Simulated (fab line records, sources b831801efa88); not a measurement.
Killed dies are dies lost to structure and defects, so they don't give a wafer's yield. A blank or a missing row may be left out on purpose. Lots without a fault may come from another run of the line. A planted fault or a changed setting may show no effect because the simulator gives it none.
A struck lot beside a sound one | flow sky130 | 19 steps out of a route of 708
Sound: wafers L352.2, L352.3, L352.6. Struck: wafer L362.6. (L362.2 of the same lot was not struck and is left out.) The cause comes at the end.
At each step with rows: each side's tool, then ch and its chambers, then its first start. Under that, the readings that differ: sound wafers | struck wafers | difference of the means | sigmas: that difference in standard deviations of wafers without a fault.
alike: readings whose means differ by less than 2 such deviations, and words and numbers that are the same on both sides. not compared: withheld readings, readings that some wafer has no value for, bounds like >300 that may hide the same value, and numbers for which the record gives no deviation and whose values overlap.
The two part at a step that has a row with sigmas, a row that says differs or no value, or rows on one side only. Numbers that don't overlap but have no deviation are shown without sigmas and don't part them. A reading that every wafer of one side lacks parts them only if that side has two wafers or more.

first, 2 steps without rows for these wafers: SKY_METAL2_CLEAN_23 (cleans in O3/DIW); SKY_VIA2_HDPCVD_00 (deposits SiO2, target thk 1180 nm, time 196.7 s).
SKY_VIA2_THK_MEAS_01:
  sound on film_metro-03, day 36 15:59; struck on film_metro-01, day 40 04:51
  alike: VIA2_HDPCVD_THK
SKY_VIA2_CMP_02: polishes SiO2.
  sound on cmp-01 ch 1,2,3, day 36 16:08; struck on cmp-02 ch 0, day 40 04:54
  alike: motor_current_A
SKY_VIA2_BOW_MEAS_03:
  sound on film_metro-01, day 36 16:21; struck on film_metro-03, day 40 05:13
  alike: VIA2_BOW
then, 7 steps without rows for these wafers: SKY_VIA2_DEHYDRATE_04 (time 60 s); SKY_VIA2_HMDS_05 (prime time 60 s); SKY_VIA2_COAT_06 (resist thk 60 nm); SKY_VIA2_COAT_07 (resist thk 450 nm); SKY_VIA2_SOFTBAKE_08 (time 90 s); SKY_VIA2_EXPOSE_09 (exposes mask VIM2, target cd 200 nm); SKY_VIA2_PEB_10.
SKY_VIA2_DEVELOP_11: develop time 60 s.
  sound on litho_track-01 ch 0, day 37 18:00; struck on litho_track-02 ch 0, day 41 06:00
  alike: chill_plate_temp_C, resist_line_temp_C
SKY_VIA2_CD_MEAS_12: target cd 200 nm.
  sound on cd_sem-01, day 37 18:23; struck on cd_sem-01, day 41 06:19
  reading    | sound             | struck | difference | sigmas
  cd_nm (nm) | 199.4 197.9 199.2 | 179.4  | -19.4      | -12
SKY_VIA2_OVL_MEAS_13:
  sound on overlay-01, day 37 18:29; struck on overlay-01, day 41 06:25
  alike: VIA2_OVL
SKY_VIA2_ETCH_14: etches BARC in N2/H2, stops on SiO2, time 45.9 s, target depth 60 nm.
  sound on rie_diel-04 ch 2,3, day 37 18:31; struck on rie_diel-03 ch 1, day 41 06:27
  reading               | sound             | struck | difference | sigmas
  model.VIA2.cd_nm (nm) | 200.9 198.5 199.3 | 181.2  | -18.4      |
  alike: drypump_motor_current_A, oes_product_au, throttle_valve_pct
  not compared: rf_hours_counter_h
SKY_VIA2_ETCH_15: etches SiO2 in C4F8/O2/Ar, stops on TiN, target depth 546 nm, time 84 s.
  sound on rie_diel-04 ch 2,3, day 37 18:34; struck on rie_diel-03 ch 1, day 41 06:29
  reading               | sound             | struck | difference | sigmas
  model.VIA2.cd_nm (nm) | 198.5 197.2 196.9 | 181.6  | -15.9      |
  alike: oes_product_au
  not compared: rf_hours_counter_h
SKY_VIA2_STRIP_16: strips in O2/N2.
  sound on plasma_asher-03 ch 0,1, day 37 18:37; struck on plasma_asher-01 ch 0, day 41 06:33
  alike: drypump_motor_current_A, o2_flow_sccm, oes_product_au, strip_time_to_endpoint_s
  not compared: rf_hours_counter_h
-- the record jumps here: 9 days lie between the struck wafers' starts before and after (it left off in module VIA2 and takes up again in module PAD_OPEN, whose first step shown is number 708 of the route) --
SKY_PAD_OPEN_PROBE_99:
  sound on prober-02, day 46 18:58; struck on prober-01, day 49 18:37
  reading                       | sound            | struck | difference | sigmas
  defect_limited_yield (%)      | 82.1 84.1 86.4   | 79.9   | -4.3       | -2
  killed_at_front_end           | 8 9 15           | 22     | +11        | +2
  killed_dies                   | 88 78 67         | 99     | +21        | +2
  sort_bin_5_function (%)       | 10.2 7.7 8.3     | 12.2   | +3.5       | +2
  sort_n_pass                   | 404 414 425      | 393    | -21        | -2
  sort_yield_pct (%)            | 82.1 84.1 86.4   | 79.9   | -4.3       | -2
  model.etest.via2_chain.rc_ohm | 9.977 10.4 10.04 | 12.34  | +2.20      |
  alike: killed_at_M0_to_M3, killed_at_M4_up, killed_at_contacts, killed_at_other, killed_open, killed_short, sort_bin_3_pad_short, sort_bin_6_memory

WHERE THEY PART
First at SKY_VIA2_CD_MEAS_12; last, within this record, at SKY_PAD_OPEN_PROBE_99.

WHY: what the simulator had put in
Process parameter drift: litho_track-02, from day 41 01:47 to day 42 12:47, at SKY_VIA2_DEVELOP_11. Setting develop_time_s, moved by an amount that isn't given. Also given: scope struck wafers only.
